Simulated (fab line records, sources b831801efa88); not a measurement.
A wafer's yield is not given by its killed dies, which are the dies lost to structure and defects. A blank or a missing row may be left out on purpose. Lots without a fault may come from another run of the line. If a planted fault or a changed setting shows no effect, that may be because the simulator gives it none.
The tool behind it: which one? -- flow sky130 -- 36 wafers from 12 lots sampled at 5 of the route's 708 steps

WHAT EACH GAUGE READ, for each wafer
SKY_CONTACT_RS_MEAS_25: measurement is done with a four-point probe. Usual: CONTACT_W_RS typically reads 0.337 ohm/sq, with standard deviation 0.0088.
lot,measured,on,CONTACT_W_RS (ohm/sq),flag
L485,day 31 19:40,film-metro-02,0.338 0.340 0.320,
L486,day 32 13:32,film-metro-02,0.324 0.324 0.344,
L492,day 34 12:13,film-metro-02,0.344 0.320 0.339,
L495,day 34 13:58,film-metro-02,0.337 0.340 0.320,
L494,day 35 01:20,film-metro-01,0.337 0.322 0.338,
L496,day 35 19:55,film-metro-02,0.325 0.326 0.341,
L500,day 36 21:46,film-metro-02,0.340 0.345 0.343,
L501,day 37 01:25,film-metro-01,0.342 0.327 0.340,
L503,day 38 07:04,film-metro-02,0.341 0.347 0.347,
L504,day 38 10:49,film-metro-02,0.347 0.345 0.345,
L505,day 38 11:43,film-metro-01,0.343 0.330 0.329,
L506,day 38 14:44,film-metro-04,0.324 0.327 0.326,

SKY_CONTACT_THK_MEAS_26: measures by xrf. Usual: CONTACT_W_THK typically reads 349 nm, with standard deviation 10.
lot,measured,on,CONTACT_W_THK (nm),flag
L485,day 31 19:46,film-metro-02,355 356 373,
L486,day 32 13:38,film-metro-02,368 366 343,
L492,day 34 12:20,film-metro-02,348 371 348,
L495,day 34 14:05,film-metro-02,352 349 372,
L494,day 35 01:26,film-metro-01,347 365 346,
L496,day 35 20:01,film-metro-02,358 357 340,
L500,day 36 21:53,film-metro-02,346 343 344,
L501,day 37 01:30,film-metro-01,346 363 348,
L503,day 38 07:11,film-metro-02,343 336 338,
L504,day 38 10:56,film-metro-02,340 341 340,
L505,day 38 11:50,film-metro-01,344 357 358,
L506,day 38 14:50,film-metro-04,357 356 359,

SKY_VIA1_THK_MEAS_01. Usual: VIA1_HDPCVD_THK typically reads 1038 nm, with standard deviation 10.
lot,measured,on,VIA1_HDPCVD_THK (nm),flag
L485,day 33 00:16,film-metro-03,1038 1045 1051,
L486,day 33 19:35,film-metro-03,1040 1044 1031,
L492,day 35 16:01,film-metro-04,1007 989 1000,OFF
L495,day 35 17:42,film-metro-03,1002 1007 988,OFF
L494,day 36 05:42,film-metro-03,994 1012 1011,OFF
L496,day 36 23:28,film-metro-03,1031 1055 1042,
L500,day 38 01:16,film-metro-03,1044 1045 1032,
L501,day 38 04:54,film-metro-04,1030 1053 1033,
L503,day 39 09:13,film-metro-01,1050 1050 1036,
L504,day 39 13:34,film-metro-01,1013 1041 1025,
L505,day 39 13:49,film-metro-04,1052 1030 1037,
L506,day 39 17:03,film-metro-01,1027 1022 1013,

WHICH TOOL RAN EACH LOT (tool, then ch and the chambers of the sampled wafers, then the start)
lot,SKY_METAL1_SPUTTER_03,SKY_VIA1_HDPCVD_00
L485,"pvd-sputter-02, day 31 20:10","hdpcvd-01 ch 0,1, day 33 00:08"
L486,"pvd-sputter-01, day 32 15:47","hdpcvd-01 ch 0,1,2, day 33 19:30"
L492,"pvd-sputter-01, day 34 12:46","hdpcvd-01 ch 1,2, day 35 15:55"
L495,"pvd-sputter-01, day 34 14:31","hdpcvd-01 ch 0,1,2, day 35 17:35"
L494,"pvd-sputter-02, day 35 01:52","hdpcvd-01 ch 0,1,2, day 36 05:34"
L496,"pvd-sputter-04, day 35 20:25","hdpcvd-02 ch 0,1,2, day 36 23:23"
L500,"pvd-sputter-01, day 36 22:19","hdpcvd-02 ch 0,1, day 38 01:10"
L501,"pvd-sputter-04, day 37 01:54","hdpcvd-02 ch 0,1,2, day 38 04:49"
L503,"pvd-sputter-02, day 38 07:37","hdpcvd-02 ch 1,2, day 39 09:07"
L504,"pvd-sputter-02, day 38 11:22","hdpcvd-02 ch 0,1, day 39 13:28"
L505,"pvd-sputter-01, day 38 12:16","hdpcvd-01 ch 0,1,2, day 39 13:42"
L506,"pvd-sputter-01, day 38 15:16","hdpcvd-02 ch 0,1, day 39 16:56"
- SKY_METAL1_SPUTTER_03: material Ti, target thk 5 nm, time 3.3 s.
- SKY_VIA1_HDPCVD_00: deposits SiO2, target thk 1030 nm, time 171.7 s.

AS READ BY THE TOOLS THEMSELVES (means over the sampled wafers that have a number; for cases with no such wafer, the mark the record gives instead)
SKY_METAL1_SPUTTER_03. Usual: 30.1 % for throttle-valve-pct, sd 1.3.
lot,tool,throttle-valve-pct (%),flag
L485,pvd-sputter-02,30.6,
L486,pvd-sputter-01,30.0,
L492,pvd-sputter-01,28.8,
L495,pvd-sputter-01,31.7,
L494,pvd-sputter-02,30.0,
L496,pvd-sputter-04,29.8,
L500,pvd-sputter-01,29.2,
L501,pvd-sputter-04,30.0,
L503,pvd-sputter-02,30.8,
L504,pvd-sputter-02,30.9,
L505,pvd-sputter-01,28.2,
L506,pvd-sputter-01,29.3,

SKY_VIA1_HDPCVD_00. Usual: 199.3 s for run-length-s, sd 0.45.
lot,tool,run-length-s (s),flag
L485,hdpcvd-01,199.2,
L486,hdpcvd-01,199.0,
L492,hdpcvd-01,193.2,OFF
L495,hdpcvd-01,193.1,OFF
L494,hdpcvd-01,193.2,OFF
L496,hdpcvd-02,199.5,
L500,hdpcvd-02,199.6,
L501,hdpcvd-02,199.2,
L503,hdpcvd-02,199.1,
L504,hdpcvd-02,199.3,
L505,hdpcvd-01,199.4,
L506,hdpcvd-02,199.2,

THE ANSWER, worked out from the rows above alone
Rule: a lot counts as off when the mean over its wafers that have a number is more than 3 standard deviations away from the usual mean. Also off: a lot with no number at a reading for which 4 or more lots have one. Any other lot the step has rows for is counted as sound. First the gauges in route order, then the tools' own readings, where a lot's mean is used as printed above. At the first step where some lot is off, the reading lying furthest off is the one used; lots without a number count as furthest.
Off: L492, L495, L494, at SKY_VIA1_THK_MEAS_01 (VIA1_HDPCVD_THK).
If a tool, at a process step before that reading, ran all the lots that are off and no sound lot after the first of them, it fits. Not tried: the gauges at SKY_VIA1_THK_MEAS_01; whatever is off there is also off at SKY_VIA1_HDPCVD_00, on other tools, and gauge error can't account for it. Of those tried, none fits.

WHAT HAD BEEN PUT IN BY THE SIMULATOR
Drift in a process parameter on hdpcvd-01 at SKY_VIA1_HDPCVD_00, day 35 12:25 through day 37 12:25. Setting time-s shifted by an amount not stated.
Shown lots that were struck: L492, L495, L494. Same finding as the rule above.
